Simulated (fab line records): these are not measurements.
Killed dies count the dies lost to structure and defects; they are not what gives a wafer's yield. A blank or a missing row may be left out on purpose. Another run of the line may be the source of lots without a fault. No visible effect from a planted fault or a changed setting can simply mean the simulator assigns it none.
Which tool was responsible? + flow gf180mcu + 42 wafers from 14 lots sampled at 3 of the route's 602 steps

== WHAT THE GAUGES READ, wafer by wafer ==
GF_POLY_GATE_OVL_MEAS_11.
| lot  | measured     | on         | POLY_GATE_OVL (nm) |
|------|--------------|------------|--------------------|
| L523 | day 9 12:16  | overlay-02 | 1 7 -5             |
| L524 | day 9 21:41  | overlay-01 | -1 1 2             |
| L526 | day 10 14:28 | overlay-01 | 11 -1 8            |
| L527 | day 10 17:05 | overlay-01 | 11 4 5             |
| L528 | day 11 03:00 | overlay-01 | 1 -1 3             |
| L529 | day 11 03:12 | overlay-02 | -9 -9 -7           |
| L531 | day 12 01:26 | overlay-02 | -3 2 0             |
| L532 | day 12 06:29 | overlay-02 | -4 3 3             |
| L533 | day 12 10:37 | overlay-01 | 2 -2 -7            |
| L535 | day 13 04:05 | overlay-02 | 0 1 -5             |
| L537 | day 13 17:30 | overlay-02 | 10 0 6             |
| L538 | day 14 01:44 | overlay-02 | -3 1 -1            |
| L539 | day 14 08:35 | overlay-02 | -4 -8 -4           |
| L542 | day 15 06:45 | overlay-02 | -3 -4 -10          |

GF_HV_LDD_TW_MEAS_23.
| lot  | measured     | on            | HV_LDD_2_TW    |
|------|--------------|---------------|----------------|
| L523 | day 11 01:02 | film-metro-03 | 1051 1048 1051 |
| L524 | day 11 13:10 | film-metro-02 | 1049 1047 1047 |
| L526 | day 12 07:42 | film-metro-03 | 1041 1047 1045 |
| L527 | day 12 09:07 | film-metro-01 | 1072 1069 1073 |
| L528 | day 12 19:56 | film-metro-01 | 1067 1068 1074 |
| L529 | day 12 19:58 | film-metro-03 | 1045 1044 1044 |
| L531 | day 13 20:14 | film-metro-03 | 1047 1050 1054 |
| L532 | day 14 02:19 | film-metro-01 | 1062 1067 1063 |
| L533 | day 14 07:10 | film-metro-01 | 1066 1067 1067 |
| L535 | day 15 02:18 | film-metro-01 | 1067 1066 1060 |
| L537 | day 15 15:20 | film-metro-03 | 1049 1051 1051 |
| L538 | day 15 23:01 | film-metro-02 | 1058 1057 1054 |
| L539 | day 16 05:37 | film-metro-01 | 1068 1058 1066 |
| L542 | day 17 07:11 | film-metro-02 | 1050 1056 1053 |

== WHICH TOOL RAN EACH LOT (tool, then ch and the chambers of the sampled wafers, then the start) ==
| lot  | GF_POLY_GATE_ETCH_13             |
|------|----------------------------------|
| L523 | rie-si-01 ch 2,3, day 9 12:20    |
| L524 | rie-si-02 ch 1,2, day 9 21:46    |
| L526 | rie-si-01 ch 0,1, day 10 14:34   |
| L527 | rie-si-01 ch 2,3, day 10 17:10   |
| L528 | rie-si-02 ch 1,2,3, day 11 03:04 |
| L529 | rie-si-01 ch 1,3, day 11 03:17   |
| L531 | rie-si-01 ch 1,2,3, day 12 01:31 |
| L532 | rie-si-01 ch 0,1,3, day 12 06:34 |
| L533 | rie-si-01 ch 1,2,3, day 12 10:43 |
| L535 | rie-si-02 ch 0,1,2, day 13 04:10 |
| L537 | rie-si-01 ch 0,1,3, day 13 17:35 |
| L538 | rie-si-01 ch 1,3, day 14 01:49   |
| L539 | rie-si-01 ch 0,1, day 14 08:41   |
| L542 | rie-si-02 ch 0,1, day 15 06:49   |
- GF_POLY_GATE_ETCH_13: etches poly-Si in HBr/Cl2, stops on SiO2, target depth 198.5 nm, time 69.6 s.

== WHAT THE TOOLS THEMSELVES READ (means of the sampled wafers that have a number; where no wafer has one, the mark that the record gives instead) ==
GF_POLY_GATE_ETCH_13.
| lot  | tool      | drypump-motor-current-A (A) | oes-product-au (a.u.) | rf-fwd-power-W (W) | throttle-valve-pct (%) |
|------|-----------|-----------------------------|-----------------------|--------------------|------------------------|
| L523 | rie-si-01 | 6.0                         | 0.996                 | 396.5              | 33.683                 |
| L524 | rie-si-02 | 6.3                         | 0.998                 | 396.8              | 33.677                 |
| L526 | rie-si-01 | 5.8                         | 0.982                 | 397.6              | 33.692                 |
| L527 | rie-si-01 | 5.5                         | 0.980                 | 398.3              | 33.689                 |
| L528 | rie-si-02 | 6.3                         | 1.000                 | 395.8              | 33.686                 |
| L529 | rie-si-01 | 6.0                         | 0.990                 | 398.5              | 33.686                 |
| L531 | rie-si-01 | 6.0                         | 0.986                 | 397.8              | 33.678                 |
| L532 | rie-si-01 | 5.7                         | 0.988                 | 398.1              | 33.694                 |
| L533 | rie-si-01 | 6.0                         | 0.985                 | 397.3              | 33.682                 |
| L535 | rie-si-02 | 6.1                         | 0.996                 | 396.7              | 33.685                 |
| L537 | rie-si-01 | 5.7                         | 0.984                 | 399.3              | 33.684                 |
| L538 | rie-si-01 | 5.6                         | 0.992                 | 397.3              | 33.683                 |
| L539 | rie-si-01 | 6.1                         | 0.985                 | 397.3              | 33.691                 |
| L542 | rie-si-02 | 6.4                         | 0.991                 | 397.7              | 33.687                 |

== THE ANSWER, worked out from the rows above alone ==
Rule: the usual values come from the lots themselves. The widest of any qualifying gaps counts: lots, ordered by their means at a reading, are off when they make up no more than a third of the lots, leave a main group of 4 or more, and stand apart from it by 3 or more times the standard deviation of that group's means. A main group whose means are all the same, to the digits that the tables above print for the reading, isn't used. Also off: a lot with no number at a reading for which 4 or more lots have one. The other lots that the step has rows for count as sound. Order of review: gauges by route order, followed by the tools' own readings, for which a lot's mean as printed above is used. At the first step where some lot is off, the reading lying furthest off is the one used; lots without a number count as furthest.
No lot is off at any reading shown: from this, nothing can be told.

== WHAT THE SIMULATOR HAD PUT IN ==
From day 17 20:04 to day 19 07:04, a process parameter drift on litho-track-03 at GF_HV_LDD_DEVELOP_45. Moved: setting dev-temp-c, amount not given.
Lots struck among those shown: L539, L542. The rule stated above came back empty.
